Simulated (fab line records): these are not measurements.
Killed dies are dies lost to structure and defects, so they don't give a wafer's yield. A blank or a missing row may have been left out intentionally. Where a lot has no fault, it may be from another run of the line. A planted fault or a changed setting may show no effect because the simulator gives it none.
Matching of chambers / flow gf180mcu / GF_V5_CMP_26 on cmp-02: 4 sister chambers
The step polishes, stops on SiO2, t overpolish 15 s, target thk 0 nm. 4 wafers are shown with their chamber, then 7 later ones without.

## WAFERS, EACH WITH ITS CHAMBER
wafer=L116.2; chamber=1; motor_current_A (A)=10.1
wafer=L116.4; chamber=3; motor_current_A (A)=9.9
wafer=L117.2; chamber=2; motor_current_A (A)=10.8
wafer=L117.3; chamber=0; motor_current_A (A)=10.2

## WAFERS WHOSE CHAMBER IS MISSING
wafer=L117.5; motor_current_A (A)=10.3
wafer=L118.2; motor_current_A (A)=10.7
wafer=L118.5; motor_current_A (A)=10.4
wafer=L118.6; motor_current_A (A)=9.8
wafer=L121.1; motor_current_A (A)=9.4
wafer=L121.2; motor_current_A (A)=10.2
wafer=L121.3; motor_current_A (A)=9.9

## CHAMBER TAKEN BY EACH
wafer=L117.5; from the rows above=can't be placed: 0 or 1 or 3 or 2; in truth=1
wafer=L118.2; from the rows above=can't be placed: 2 or 0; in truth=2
wafer=L118.5; from the rows above=can't be placed: 0 or 1 or 2 or 3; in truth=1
wafer=L118.6; from the rows above=can't be placed: 3 or 1 or 0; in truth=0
wafer=L121.1; from the rows above=can't be placed: 3 or 1 or 0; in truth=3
wafer=L121.2; from the rows above=can't be placed: 0 or 1 or 3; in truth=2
wafer=L121.3; from the rows above=can't be placed: 3 or 1 or 0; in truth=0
Placed correctly: 0 of 7. Unplaceable from these rows: 7, with the true chamber sitting among the candidates in 6. Placed wrongly: 0.
How it was worked out, from the rows above alone: a wafer's distance from a chamber is the root of the sum, over the readings, of the square of ((its reading less the chamber's mean) divided by the reading's scatter). The wafer belongs to the nearest chamber; if the next one is less than 2 further off, it can't be placed. A chamber's mean is the mean of its shown wafers. The scatter: root of mean squared gap, hidden wafer to nearest shown wafer, with one shown wafer a chamber.
